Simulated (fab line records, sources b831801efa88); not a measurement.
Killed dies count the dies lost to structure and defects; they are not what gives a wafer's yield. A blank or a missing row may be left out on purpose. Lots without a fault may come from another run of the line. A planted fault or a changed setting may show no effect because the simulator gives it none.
Matching of chambers    flow sky130    rie_si-01 running SKY_FIELD_ISO_ETCH_17: 4 sister chambers
The step etches Si in HBr/Cl2/O2, target depth 342 nm, time 97.7 s. 8 wafers are shown with their chamber, then 7 later ones without.

== EACH WAFER AND ITS CHAMBER ==
wafer   chamber  oes_product_au (a.u.)  throttle_valve_pct (%)
L184.6  2        1.027                  25.640
L185.2  2        1.005                  25.656
L185.3  0        0.986                  25.646
L187.2  3        1.006                  25.658
L187.5  1        0.997                  25.655
L187.6  0        0.996                  25.656
L189.3  3        1.005                  25.646
L189.4  1        0.995                  25.673

== WAFERS WHOSE CHAMBER IS MISSING ==
wafer   oes_product_au (a.u.)  throttle_valve_pct (%)
L189.6  1.000                  25.644
L190.1  0.997                  25.663
L190.4  1.004                  25.638
L190.5  1.002                  25.668
L199.1  1.004                  25.658
L199.2  0.993                  25.656
L199.6  0.999                  25.644

== THE CHAMBER EACH PASSED THROUGH ==
wafer   from the rows above                in truth
L189.6  can't be placed: 3 or 0 or 2 or 1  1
L190.1  can't be placed: 1 or 0 or 3       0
L190.4  can't be placed: 3 or 2 or 0 or 1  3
L190.5  can't be placed: 1 or 3 or 0 or 2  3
L199.1  can't be placed: 3 or 1 or 0 or 2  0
L199.2  can't be placed: 0 or 1 or 3       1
L199.6  can't be placed: 3 or 0 or 1 or 2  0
0 of 7 placed correctly. Not placeable from these rows: 7 (in 7, the candidates include the true chamber). Placed wrongly: 0.
How it was worked out, from the rows above alone: a wafer's distance from a chamber is the root of the sum, over the readings, of the square of ((its reading less the chamber's mean) divided by the reading's scatter). The wafer belongs to the nearest chamber; if the next one is less than 2 further off, it can't be placed. The mean given for a chamber averages the wafers shown for that chamber. The scatter: take each reading less its chamber's mean, square it, sum over the shown wafers, divide by the number of wafers less the number of chambers, and take the root.
